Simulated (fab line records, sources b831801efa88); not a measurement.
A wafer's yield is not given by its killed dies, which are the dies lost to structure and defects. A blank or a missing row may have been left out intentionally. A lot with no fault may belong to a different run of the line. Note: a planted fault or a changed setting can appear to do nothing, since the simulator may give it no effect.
One fault through the eyes of 2 desks    flow gf180mcu    every desk sees just its own numbers, and what lay behind them comes last

FROM THE METROLOGY DESK
Means of the sampled wafers that have a number, per lot and without regard to the tool the lot ran on: this is what the gauges read. Any lot whose mean is over 4 standard deviations away from the usual mean is out of limits and marked OUT; that distance is given in the brackets.
Columns: A = MIM_CVD_05_THK at GF_MIM_THK_MEAS_06, usual 41.9 nm; B = MIM_ALCU_THK at GF_MIM_THK_MEAS_11, usual 201.9 nm
lot   first seen here  A     B
L110  day 25 00:19     41.6  204.1
L113  day 26 02:49     42.0  198.5
L114  day 26 15:26     42.4  202.1
L115  day 27 10:50     42.0  202.5
L119  day 28 09:06     41.6  202.3
L120  day 28 12:26     42.2  201.7
L124  day 29 15:29     41.1  198.5
L125  day 29 21:30     41.1  202.4
L126  day 30 02:13     41.5  203.6
L128  day 30 15:13     42.6  205.5
L129  day 30 21:17     41.8  206.5
L131  day 31 10:44     41.4  202.0
Result from this desk: across the 12 lots, nothing is out of limits.

THE TOOL OWNER'S DESK: pecvd-04
The tool's own readings at GF_MIM_CVD_05 (deposits Si3N4, target thk 42 nm, time 29.086 s): means of the sampled wafers that have a number, for each lot that ran on this tool. Any lot whose mean is over 4 standard deviations away from the usual mean is out of limits and marked OUT; that distance is given in the brackets.
Columns: A = heaterPowerW at GF_MIM_CVD_05, usual 642 W
lot   first seen here  A
L113  day 26 02:46     664
L114  day 26 15:24     610
L115  day 27 10:49     683
L120  day 28 12:24     674
L124  day 29 15:26     599
L125  day 29 21:28     647
L126  day 30 02:11     671
Result from this desk: across the 7 lots, nothing is out of limits.

TAKEN TOGETHER
The metrology desk saw nothing out of limits.
The tool owner's desk saw nothing out of limits.

WHAT THE SIMULATOR HAD PUT IN
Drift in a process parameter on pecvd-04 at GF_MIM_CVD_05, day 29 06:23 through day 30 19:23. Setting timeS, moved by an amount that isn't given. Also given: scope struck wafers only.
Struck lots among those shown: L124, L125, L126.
